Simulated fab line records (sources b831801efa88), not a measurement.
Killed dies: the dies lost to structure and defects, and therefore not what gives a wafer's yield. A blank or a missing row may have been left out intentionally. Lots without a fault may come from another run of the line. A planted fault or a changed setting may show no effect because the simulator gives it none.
Shared-tool check / flow sky130 / 11 lots, 33 wafers sampled

== WHY THIS WAS OPENED ==
At SKY_SD_N_RS_MEAS_17 the reading SD_P_RS is flagged on 3 of 11 lots. No-fault wafers: 147.1 ohm/sq, standard deviation 0.39.
Rule: a lot gets a flag if all its wafers with a number sit over 4 standard deviations from that mean, or if no wafer of it has a number. All remaining lots are regarded as sound.

lot=L127; measured=day 29 04:52; on=film-metro-03; SD_P_RS (ohm/sq), wafer by wafer=146.9 146.9 146.5; flag=
lot=L131; measured=day 29 16:53; on=film-metro-04; SD_P_RS (ohm/sq), wafer by wafer=146.9 147.1 146.8; flag=
lot=L130; measured=day 29 17:01; on=film-metro-01; SD_P_RS (ohm/sq), wafer by wafer=147.2 147.1 147.6; flag=
lot=L134; measured=day 30 20:01; on=film-metro-03; SD_P_RS (ohm/sq), wafer by wafer=147.5 147.5 147.3; flag=
lot=L136; measured=day 31 02:54; on=film-metro-04; SD_P_RS (ohm/sq), wafer by wafer=147.3 147.1 147.3; flag=
lot=L138; measured=day 31 16:13; on=film-metro-04; SD_P_RS (ohm/sq), wafer by wafer=148.1 147.5 147.6; flag=
lot=L139; measured=day 31 23:49; on=film-metro-03; SD_P_RS (ohm/sq), wafer by wafer=146.8 147.0 146.8; flag=
lot=L144; measured=day 33 12:34; on=film-metro-04; SD_P_RS (ohm/sq), wafer by wafer=146.9 147.1 146.9; flag=
lot=L145; measured=day 33 18:04; on=film-metro-03; SD_P_RS (ohm/sq), wafer by wafer=131.7 132.3 132.1; flag=FLAGGED
lot=L146; measured=day 34 05:13; on=film-metro-01; SD_P_RS (ohm/sq), wafer by wafer=131.8 132.2 131.6; flag=FLAGGED
lot=L147; measured=day 34 18:38; on=film-metro-03; SD_P_RS (ohm/sq), wafer by wafer=132.3 132.1 132.1; flag=FLAGGED
The mean of the flagged lots' numbers is 132.0 ohm/sq, -15.1 ohm/sq from the usual (-39 standard deviations).

== WHICH TOOL RAN EACH LOT ==
The record holds 3 process steps before the reading, out of a route of 708 steps. Cell contents, in order: the tool; ch with the chambers the sampled wafers went through; the start.
lot=L127; flag=; SKY_RES_PROTECT_STRIP_07=plasma-asher-04 ch 0,1, day 15 19:27; SKY_SD_P_IMPLANT_09=implanter-01 ch 0, day 26 20:10; SKY_SD_P_STRIP_10=plasma-asher-04 ch 0,1, day 26 20:18
lot=L131; flag=; SKY_RES_PROTECT_STRIP_07=plasma-asher-04 ch 0,1, day 16 16:51; SKY_SD_P_IMPLANT_09=implanter-01 ch 0, day 27 06:38; SKY_SD_P_STRIP_10=plasma-asher-04 ch 0,1, day 27 06:47
lot=L130; flag=; SKY_RES_PROTECT_STRIP_07=plasma-asher-03 ch 0,1, day 16 12:53; SKY_SD_P_IMPLANT_09=implanter-04 ch 0, day 27 06:58; SKY_SD_P_STRIP_10=plasma-asher-01 ch 0,1, day 27 07:05
lot=L134; flag=; SKY_RES_PROTECT_STRIP_07=plasma-asher-04 ch 0,1, day 18 02:36; SKY_SD_P_IMPLANT_09=implanter-04 ch 0, day 28 11:19; SKY_SD_P_STRIP_10=plasma-asher-03 ch 0,1, day 28 11:28
lot=L136; flag=; SKY_RES_PROTECT_STRIP_07=plasma-asher-03 ch 0,1, day 18 11:46; SKY_SD_P_IMPLANT_09=implanter-04 ch 0, day 28 19:22; SKY_SD_P_STRIP_10=plasma-asher-03 ch 0,1, day 28 19:29
lot=L138; flag=; SKY_RES_PROTECT_STRIP_07=plasma-asher-03 ch 0,1, day 19 03:06; SKY_SD_P_IMPLANT_09=implanter-03 ch 0, day 29 08:23; SKY_SD_P_STRIP_10=plasma-asher-01 ch 0,1, day 29 08:32
lot=L139; flag=; SKY_RES_PROTECT_STRIP_07=plasma-asher-04 ch 0,1, day 19 09:51; SKY_SD_P_IMPLANT_09=implanter-01 ch 0, day 29 15:57; SKY_SD_P_STRIP_10=plasma-asher-03 ch 0,1, day 29 16:06
lot=L144; flag=; SKY_RES_PROTECT_STRIP_07=plasma-asher-01 ch 0,1, day 21 02:48; SKY_SD_P_IMPLANT_09=implanter-01 ch 0, day 31 05:27; SKY_SD_P_STRIP_10=plasma-asher-04 ch 0,1, day 31 05:36
lot=L145; flag=FLAGGED; SKY_RES_PROTECT_STRIP_07=plasma-asher-03 ch 0,1, day 21 14:03; SKY_SD_P_IMPLANT_09=implanter-01 ch 0, day 31 11:01; SKY_SD_P_STRIP_10=plasma-asher-01 ch 0,1, day 31 11:10
lot=L146; flag=FLAGGED; SKY_RES_PROTECT_STRIP_07=plasma-asher-01 ch 0,1, day 21 21:33; SKY_SD_P_IMPLANT_09=implanter-01 ch 0, day 31 23:02; SKY_SD_P_STRIP_10=plasma-asher-03 ch 0,1, day 31 23:11
lot=L147; flag=FLAGGED; SKY_RES_PROTECT_STRIP_07=plasma-asher-03 ch 0,1, day 22 17:38; SKY_SD_P_IMPLANT_09=implanter-01 ch 0, day 32 12:23; SKY_SD_P_STRIP_10=plasma-asher-03 ch 0, day 32 12:31
What is done by these steps:
- SKY_RES_PROTECT_STRIP_07: strips in O2/N2.
- SKY_SD_P_IMPLANT_09
- SKY_SD_P_STRIP_10: strips in O2/N2.
- SKY_SD_N_RS_MEAS_17: measures by four-point-probe.

== FLAGGED AGAINST TOTAL, ONE TOOL AT A TIME (gauges that did the reading follow at the end) ==
step=SKY_RES_PROTECT_STRIP_07; tool=plasma-asher-01; lots run=2; flagged=1; share of the flagged lots=some; sound lots run after its first flagged lot=0
step=SKY_RES_PROTECT_STRIP_07; tool=plasma-asher-03; lots run=5; flagged=2; share of the flagged lots=some; sound lots run after its first flagged lot=0
step=SKY_RES_PROTECT_STRIP_07; tool=plasma-asher-04; lots run=4; flagged=0; share of the flagged lots=none; sound lots run after its first flagged lot=-
step=SKY_SD_P_IMPLANT_09; tool=implanter-01; lots run=7; flagged=3; share of the flagged lots=all; sound lots run after its first flagged lot=0
step=SKY_SD_P_IMPLANT_09; tool=implanter-03; lots run=1; flagged=0; share of the flagged lots=none; sound lots run after its first flagged lot=-
step=SKY_SD_P_IMPLANT_09; tool=implanter-04; lots run=3; flagged=0; share of the flagged lots=none; sound lots run after its first flagged lot=-
step=SKY_SD_P_STRIP_10; tool=plasma-asher-01; lots run=3; flagged=1; share of the flagged lots=some; sound lots run after its first flagged lot=0
step=SKY_SD_P_STRIP_10; tool=plasma-asher-03; lots run=5; flagged=2; share of the flagged lots=some; sound lots run after its first flagged lot=0
step=SKY_SD_P_STRIP_10; tool=plasma-asher-04; lots run=3; flagged=0; share of the flagged lots=none; sound lots run after its first flagged lot=-
step=SKY_SD_N_RS_MEAS_17; tool=film-metro-01; lots run=2; flagged=1; share of the flagged lots=some; sound lots run after its first flagged lot=0
step=SKY_SD_N_RS_MEAS_17; tool=film-metro-03; lots run=5; flagged=2; share of the flagged lots=some; sound lots run after its first flagged lot=0
step=SKY_SD_N_RS_MEAS_17; tool=film-metro-04; lots run=4; flagged=0; share of the flagged lots=none; sound lots run after its first flagged lot=-

== WHAT THE TABLE PERMITS ==
All flagged lots share 1 row of the table, namely implanter-01 at SKY_SD_P_IMPLANT_09.
- implanter-01 at SKY_SD_P_IMPLANT_09 ran 7 lots, 3 of them flagged. It ran its last sound lot, L144, at day 31 05:27 and its first flagged lot, L145, at day 31 11:01: a fault with its onset between the two fits. Its own readings lie more than 4 standard deviations out on every wafer of the flagged lots: beam-energy-keV.
implanter-01 at SKY_SD_P_IMPLANT_09 is the single tool remaining.

== WHAT THE SIMULATOR PUT IN ==
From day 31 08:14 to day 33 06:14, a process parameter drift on implanter-01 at SKY_SD_P_IMPLANT_09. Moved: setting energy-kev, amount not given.
Shown lots that were struck: L145, L146, L147. This agrees with what the rule above found.
